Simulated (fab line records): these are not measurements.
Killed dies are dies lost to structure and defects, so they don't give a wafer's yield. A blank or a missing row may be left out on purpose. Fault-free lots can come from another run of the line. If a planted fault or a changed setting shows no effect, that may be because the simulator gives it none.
Chamber matching    flow sky130    SKY_VIA2_CMP_24 on cmp-01 has 4 sister chambers
The step polishes, stops on SiO2, t overpolish 20 s, target thk 0 nm. 4 wafers are shown with their chamber, then 12 later ones without.

EACH WAFER AND ITS CHAMBER
wafer   chamber  motor current A (A)
L081.1  1        10.1
L091.1  0        10.5
L091.3  3        11.1
L091.4  2        13.5

WAFERS WITHOUT THEIR CHAMBER
wafer   motor current A (A)
L092.3  13.8
L092.4  10.0
L092.6  11.1
L093.1  9.9
L093.2  11.3
L093.5  9.6
L094.4  11.6
L094.5  10.9
L094.6  10.0
L096.2  11.5
L096.3  10.4
L096.6  10.0

THE CHAMBER EACH PASSED THROUGH
wafer   from the rows above      in truth
L092.3  2                        2
L092.4  can't be placed: 1 or 0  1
L092.6  3                        3
L093.1  can't be placed: 1 or 0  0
L093.2  3                        3
L093.5  can't be placed: 1 or 0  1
L094.4  3                        3
L094.5  can't be placed: 3 or 0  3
L094.6  can't be placed: 1 or 0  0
L096.2  3                        3
L096.3  can't be placed: 0 or 1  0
L096.6  can't be placed: 1 or 0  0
Correct placement for 5 of the 12. Unplaceable from these rows: 7, with the true chamber sitting among the candidates in 7. Placed wrongly: 0.
How it was worked out, from the rows above alone: a wafer's distance from a chamber is the root of the sum, over the readings, of the square of ((its reading less the chamber's mean) divided by the reading's scatter). If the next closest chamber is less than 2 further off than the closest, the wafer can't be placed; otherwise it belongs to the closest. For every chamber, the mean is computed from those of its wafers that are shown. The scatter (one wafer shown for each chamber): square how far every hidden wafer sits from the nearest shown wafer, average those squares and take the square root.
